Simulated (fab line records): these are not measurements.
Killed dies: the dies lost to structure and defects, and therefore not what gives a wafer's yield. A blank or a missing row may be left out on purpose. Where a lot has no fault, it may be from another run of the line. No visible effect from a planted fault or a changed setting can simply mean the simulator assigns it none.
fab line records    flow sky130    part 2 of 2: steps 27 to 35 of 35
record lots=5  wafers=15  last_day=50
route steps=708 shown METAL5@665 PASSIVATION@681 PAD_OPEN@694
lots untouched by any fault: they come from a run of this same line in which no faults occurred
start_h: hours from the record's opening day to when the first of the lot's shown wafers began    wait_h: hours from the lot's prior step to this one    " repeats the value in the row above    L1.1+2: one row covering several wafers at once    - no value, or no start given    * or withheld: withheld    < > ~ a bound
route shown NAME@n: NAME is a module with steps in the file, n the number in the route of the first one    usual: mean/standard deviation taken from wafers without a fault    same: alike in all rows    chamber/n: place in a boat    sites: readings site by site    _std_site: the standard deviation of these    _edge_site: inner sites' mean taken away from outer sites' mean    radius_mm: for every site, how far away it sits from the centre of the wafer    mask NAME#n: copy n    behind: the tool/chamber that last shaped the wafer    hold: reason for holding the lot/hours on hold/outcome of the hold    device: which transistor (n, p or np) failed to switch    end of line: the tests these same wafers got at the end of their route    step lacking rows: just its recipe    killed: the dies lost at the first sort to structure and to defects; this is not the yield of the wafer    map: a wafer's dies, x killed, . not, _ none there
set.NAME: the setting the step ran with; set.NAME@STEP: the setting that earlier step ran with    model.NAME: the simulator's own value behind a step, which no gauge read
lots at some steps of the route; a table a step, a row a wafer
services: a tool's chamber out of use, with start hour (start_h, from the record's first day; less than 0 if before it), hours out, and reason
## steps
# step SKY_PASSIVATION_DEVELOP_10
# recipe develop_time_s=60  dev_temp_c=23
# usual chill_plate_temp_C=23.03/0.1
lot.wafer  tool            chamber  start_h  wait_h  chill_plate_temp_C
L075.1     litho_track-03  0        -        -       23.02
L075.5     "               0        "        "       23.12
L075.6     "               0        "        "       23.00
L077.2     litho_track-03  0        -        -       23.13
L077.3     "               0        "        "       23.01
L077.5     "               0        "        "       23.01
L085.2     litho_track-04  0        -        -       23.11
L085.3     "               0        "        "       22.92
L085.4     "               0        "        "       23.01
L091.1     litho_track-03  0        -        -       23.00
L091.4     "               0        "        "       22.76
L091.6     "               0        "        "       23.01
L096.2     litho_track-02  0        -        -       23.12
L096.4     "               0        "        "       23.01
L096.6     "               0        "        "       23.15
# step SKY_PASSIVATION_ETCH_11
# recipe chemistry=CF4/O2  target_depth_nm=725  stop_on=AlCu  source_w=800  bias_w=150  pressure_mtorr=150  cf4_flow_sccm=80  O2_flow_sccm=10  time_s=161.1
# usual drypump_motor_current_A=5.7/0.52  oes_product_au=0.979/0.0065  throttle_valve_pct=5.966/0.0086
lot.wafer  tool         chamber  start_h  wait_h  drypump_motor_current_A  oes_product_au  rf_hours_counter_h  throttle_valve_pct
L075.1     rie_diel-02  3        1055.26  -       5.7                      0.976           1                   5.970
L075.5     "            0        "        "       6.3                      0.984           -                   5.971
L075.6     "            3        "        "       5.7                      0.986           -                   5.965
L077.2     rie_diel-04  3        1080.11  -       4.7                      0.980           17                  5.966
L077.3     "            1        "        "       6.3                      0.973           22                  5.965
L077.5     "            3        "        "       4.7                      0.985           -                   5.955
L085.2     rie_diel-02  3        1118.93  -       5.7                      0.973           3                   5.972
L085.3     "            1        "        "       5.2                      0.978           8                   5.964
L085.4     "            3        "        "       5.7                      0.988           -                   5.974
L091.1     rie_diel-02  0        1151.51  -       6.3                      0.973           18                  5.947
L091.4     "            1        "        "       5.2                      0.975           9                   5.975
L091.6     "            2        "        "       5.2                      0.982           -                   5.968
L096.2     rie_diel-02  3        1170.39  -       5.7                      0.969           5                   5.966
L096.4     "            2        "        "       5.1                      0.981           16                  5.958
L096.6     "            3        "        "       5.6                      0.987           -                   5.953
# step SKY_PASSIVATION_STRIP_12
# recipe chemistry=O2/N2  power_w=1400  pressure_mtorr=1500  platen_temp_c=withheld  overash_fraction=0.7  o2_flow_sccm=3000  n2_flow_sccm=300
# usual drypump_motor_current_A=5.3/0.42  o2_flow_sccm=3001/9.1  oes_product_au=0.660/0.0047  strip_time_to_endpoint_s=31.46/0.09
lot.wafer  tool             chamber  start_h  wait_h  drypump_motor_current_A  o2_flow_sccm  oes_product_au  rf_hours_counter_h  strip_time_to_endpoint_s
L075.1     plasma_asher-03  1        1055.36  0.1     5.0                      3000          0.658           97                  31.41
L075.5     "                0        "        "       6.2                      3011          0.659           -                   31.47
L075.6     "                1        "        "       5.0                      3013          0.661           -                   31.32
L077.2     plasma_asher-02  0        1080.21  0.1     4.8                      2987          0.660           1                   31.46
L077.3     "                0        "        "       4.8                      2990          0.665           -                   31.48
L077.5     "                0        "        "       4.8                      2982          0.668           -                   31.43
L085.2     plasma_asher-04  1        1119.03  0.1     5.3                      3001          0.656           69                  31.59
L085.3     "                1        "        "       5.3                      3003          0.660           -                   31.52
L085.4     "                0        "        "       5.4                      3008          0.663           -                   31.62
L091.1     plasma_asher-04  0        1151.61  0.1     5.4                      3009          0.661           72                  31.55
L091.4     "                1        "        "       5.3                      2987          0.667           -                   31.61
L091.6     "                1        "        "       5.3                      3002          0.661           -                   31.45
L096.2     plasma_asher-03  0        1170.49  0.1     6.1                      3007          0.665           108                 31.45
L096.4     "                0        "        "       6.1                      3003          0.670           -                   31.43
L096.6     "                1        "        "       5.0                      2987          0.656           -                   31.51
# step SKY_PAD_OPEN_DEHYDRATE_00
# recipe temp_c=200  time_s=60
# usual chill_plate_temp_C=23.01/0.096
lot.wafer  tool            chamber  start_h  wait_h  chill_plate_temp_C
L075.1     litho_track-01  0        1065.19  9.8     23.08
L075.5     "               0        "        "       22.95
L075.6     "               0        "        "       23.10
L077.2     litho_track-02  0        1090.16  9.9     23.06
L077.3     "               0        "        "       23.28
L077.5     "               0        "        "       23.01
L085.2     litho_track-01  0        1128.17  9.1     23.02
L085.3     "               0        "        "       22.97
L085.4     "               0        "        "       22.99
L091.1     litho_track-02  0        1159.49  7.8     23.00
L091.4     "               0        "        "       22.92
L091.6     "               0        "        "       23.02
L096.2     litho_track-02  0        1178.11  7.6     23.03
L096.4     "               0        "        "       23.08
L096.6     "               0        "        "       23.14
# step SKY_PAD_OPEN_HMDS_01
# recipe prime_time_s=60  prime_temp_c=120
# usual chill_plate_temp_C=23.01/0.093
lot.wafer  tool            chamber  start_h  wait_h  chill_plate_temp_C
L075.1     litho_track-01  0        1065.34  0.1     23.07
L075.5     "               0        "        "       23.09
L075.6     "               0        "        "       23.12
L077.2     litho_track-02  0        1090.31  0.1     22.97
L077.3     "               0        "        "       22.91
L077.5     "               0        "        "       23.11
L085.2     litho_track-01  0        1128.32  0.1     23.09
L085.3     "               0        "        "       22.96
L085.4     "               0        "        "       23.05
L091.1     litho_track-02  0        1159.64  0.1     23.22
L091.4     "               0        "        "       23.01
L091.6     "               0        "        "       22.93
L096.2     litho_track-02  0        1178.26  0.1     22.99
L096.4     "               0        "        "       22.88
L096.6     "               0        "        "       23.06
# step SKY_PAD_OPEN_COAT_02
# recipe spin_rpm=2000  resist_thk_nm=3000
# usual chill_plate_temp_C=22.99/0.095
lot.wafer  tool            chamber  start_h  wait_h  chill_plate_temp_C
L075.1     litho_track-01  0        1065.49  0.1     22.97
L075.5     "               0        "        "       22.94
L075.6     "               0        "        "       22.94
L077.2     litho_track-02  0        1090.46  0.1     23.07
L077.3     "               0        "        "       22.98
L077.5     "               0        "        "       23.15
L085.2     litho_track-01  0        1128.47  0.1     22.92
L085.3     "               0        "        "       23.05
L085.4     "               0        "        "       23.02
L091.1     litho_track-02  0        1159.79  0.1     23.10
L091.4     "               0        "        "       23.08
L091.6     "               0        "        "       23.08
L096.2     litho_track-02  0        1178.41  0.1     22.98
L096.4     "               0        "        "       22.98
L096.6     "               0        "        "       22.81
# step SKY_PAD_OPEN_SOFTBAKE_03
# recipe temp_c=110  time_s=withheld
# usual chill_plate_temp_C=22.95/0.1
lot.wafer  tool            chamber  start_h  wait_h  chill_plate_temp_C
L075.1     litho_track-01  0        1065.64  0.1     22.91
L075.5     "               0        "        "       23.09
L075.6     "               0        "        "       22.99
L077.2     litho_track-02  0        1090.62  0.1     22.93
L077.3     "               0        "        "       22.92
L077.5     "               0        "        "       23.04
L085.2     litho_track-01  0        1128.62  0.1     23.00
L085.3     "               0        "        "       23.04
L085.4     "               0        "        "       22.78
L091.1     litho_track-02  0        1159.94  0.1     22.94
L091.4     "               0        "        "       22.86
L091.6     "               0        "        "       22.78
L096.2     litho_track-02  0        1178.57  0.1     22.93
L096.4     "               0        "        "       22.89
L096.6     "               0        "        "       23.00
# step SKY_PAD_OPEN_EXPOSE_04
# recipe mask_id=PDM  target_cd_nm=60000  na=0.57  dose_mj=260
lot.wafer   tool              chamber  start_h  wait_h  mask
L075.1+5+6  iline_stepper-02  0        -        -       PDM#0
L077.2+3+5  iline_stepper-02  0        -        -       PDM#0
L085.2+3+4  iline_stepper-01  0        -        -       PDM#0
L091.1+4+6  iline_stepper-01  0        -        -       PDM#0
L096.2+4+6  iline_stepper-01  0        -        -       PDM#0
# step SKY_PAD_OPEN_PEB_05
# recipe temp_c=115  time_s=withheld
# usual chill_plate_temp_C=22.99/0.1
lot.wafer  tool            chamber  start_h  wait_h  chill_plate_temp_C
L075.1     litho_track-04  0        -        -       22.97
L075.5     "               0        "        "       22.85
L075.6     "               0        "        "       22.83
L077.2     litho_track-02  0        -        -       23.11
L077.3     "               0        "        "       22.97
L077.5     "               0        "        "       23.07
L085.2     litho_track-02  0        -        -       23.10
L085.3     "               0        "        "       22.88
L085.4     "               0        "        "       22.95
L091.1     litho_track-02  0        -        -       23.12
L091.4     "               0        "        "       22.90
L091.6     "               0        "        "       22.96
L096.2     litho_track-01  0        -        -       23.04
L096.4     "               0        "        "       22.96
L096.6     "               0        "        "       22.98
## services
tool              chamber  start_h  hours  kind
iline_stepper-02  -        994.16   5.4    repair
pvd_sputter-01    -        998.78   2.7    repair
rie_metal-04      -        1006.17  2.8    pm
wet_bench-02      -        1009.62  1.5    repair
iline_stepper-02  -        1012.77  5.1    repair
wet_bench-04      -        1018.64  2.3    repair
plasma_asher-01   -        1018.81  2.8    pm
pecvd-01          -        1023.97  0.2    repair
iline_stepper-01  -        1026.56  3.6    repair
pvd_sputter-02    -        1034.39  1.2    repair
plasma_asher-03   -        1035.68  1.2    repair
iline_stepper-01  -        1041.48  1.7    pm
pvd_sputter-01    -        1058.84  2.3    repair
pecvd-01          0        1069.41  18.0   repair
iline_stepper-02  -        1073.95  1.7    pm
iline_stepper-01  -        1085.84  2.1    pm
rie_metal-01      0        1092.61  2.4    repair
rie_diel-02       2        1106.56  17.1   repair
rie_metal-04      -        1108.94  0.1    repair
pecvd-04          -        1127.66  2.8    pm
iline_stepper-02  -        1128.45  7.9    repair
pecvd-04          -        1147.66  14.6   pm
iline_stepper-02  -        1149.94  2.1    pm
plasma_asher-04   -        1185.72  2.8    pm
